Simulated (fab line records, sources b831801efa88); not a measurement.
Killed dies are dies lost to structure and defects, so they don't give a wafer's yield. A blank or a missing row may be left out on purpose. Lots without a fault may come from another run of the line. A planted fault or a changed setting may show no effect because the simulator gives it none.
A struck lot beside a sound one | flow sky130 | 15 steps out of a route of 708
Sound: wafers L302.1, L302.3, L302.6. Struck: wafers L315.2, L315.4, L315.5. The cause comes at the end.
At each step with rows: each side's tool, then ch and its chambers, then its first start. Under that, the readings that differ: sound wafers | struck wafers | difference of the means | sigmas: that difference in standard deviations of wafers without a fault.
alike: readings whose means differ by less than 2 such deviations, and words and numbers that are the same on both sides. not compared: withheld readings, readings that some wafer has no value for, bounds like >300 that may hide the same value, and numbers for which the record gives no deviation and whose values overlap.
The two part at a step that has a row with sigmas, a row that says differs or no value, or rows on one side only. Numbers that don't overlap but have no deviation are shown without sigmas and don't part them. A reading that every wafer of one side lacks parts them only if that side has two wafers or more.

SKY_METAL2_STRIP_20: strips in O2/N2.
  sound on plasma_asher-04 ch 0,1, day 35 06:17; struck on plasma_asher-01 ch 0,1, day 39 13:35
  alike: drypump_motor_current_A, oes_product_au, strip_time_to_endpoint_s
  not compared: rf_hours_counter_h
then, 4 steps without rows for these wafers: SKY_METAL2_STRIP_21 (strips in post etch residue remover, time 1200 s); SKY_METAL2_CLEAN_22 (cleans in IPA, time 180 s); SKY_METAL2_CLEAN_23 (cleans in O3/DIW); SKY_VIA2_HDPCVD_00 (deposits SiO2, target thk 1180 nm, time 196.7 s).
SKY_VIA2_THK_MEAS_01:
  sound on film_metro-01, day 35 07:01; struck on film_metro-04, day 39 14:19
  alike: VIA2_HDPCVD_THK
SKY_VIA2_CMP_02: polishes SiO2.
  sound on cmp-01 ch 0,3, day 35 07:04; struck on cmp-02 ch 0,2, day 39 14:25
  alike: motor_current_A
SKY_VIA2_BOW_MEAS_03:
  sound on film_metro-02, day 35 07:22; struck on film_metro-02, day 39 14:41
  alike: VIA2_BOW
then, 4 steps without rows for these wafers: SKY_VIA2_DEHYDRATE_04 (time 60 s); SKY_VIA2_HMDS_05 (prime time 60 s); SKY_VIA2_COAT_06 (resist thk 60 nm); SKY_VIA2_COAT_07 (resist thk 450 nm).
SKY_VIA2_SOFTBAKE_08: time 90 s.
  sound on litho_track-02 ch 0, day 35 21:00; struck on litho_track-02 ch 0, day 40 02:00
  reading                  | sound                | struck               | difference | sigmas
  heater_power_total_W (W) | 57.38 57.23 57.42    | 59.17 59.23 59.26    | +1.88      | +17
  run_length_s (s)         | 119.03 119.02 119.48 | 111.66 111.48 111.57 | -7.61      | -45
then, 1 step without rows for these wafers: SKY_VIA2_EXPOSE_09 (exposes mask VIM2, target cd 200 nm).
SKY_PAD_OPEN_PROBE_99:
  the record has rows for the sound wafers here (prober-02, day 45 22:09) and none for the struck ones

WHERE THEY PART
First at SKY_VIA2_SOFTBAKE_08; last, within this record, at SKY_PAD_OPEN_PROBE_99.

WHY: what the simulator had put in
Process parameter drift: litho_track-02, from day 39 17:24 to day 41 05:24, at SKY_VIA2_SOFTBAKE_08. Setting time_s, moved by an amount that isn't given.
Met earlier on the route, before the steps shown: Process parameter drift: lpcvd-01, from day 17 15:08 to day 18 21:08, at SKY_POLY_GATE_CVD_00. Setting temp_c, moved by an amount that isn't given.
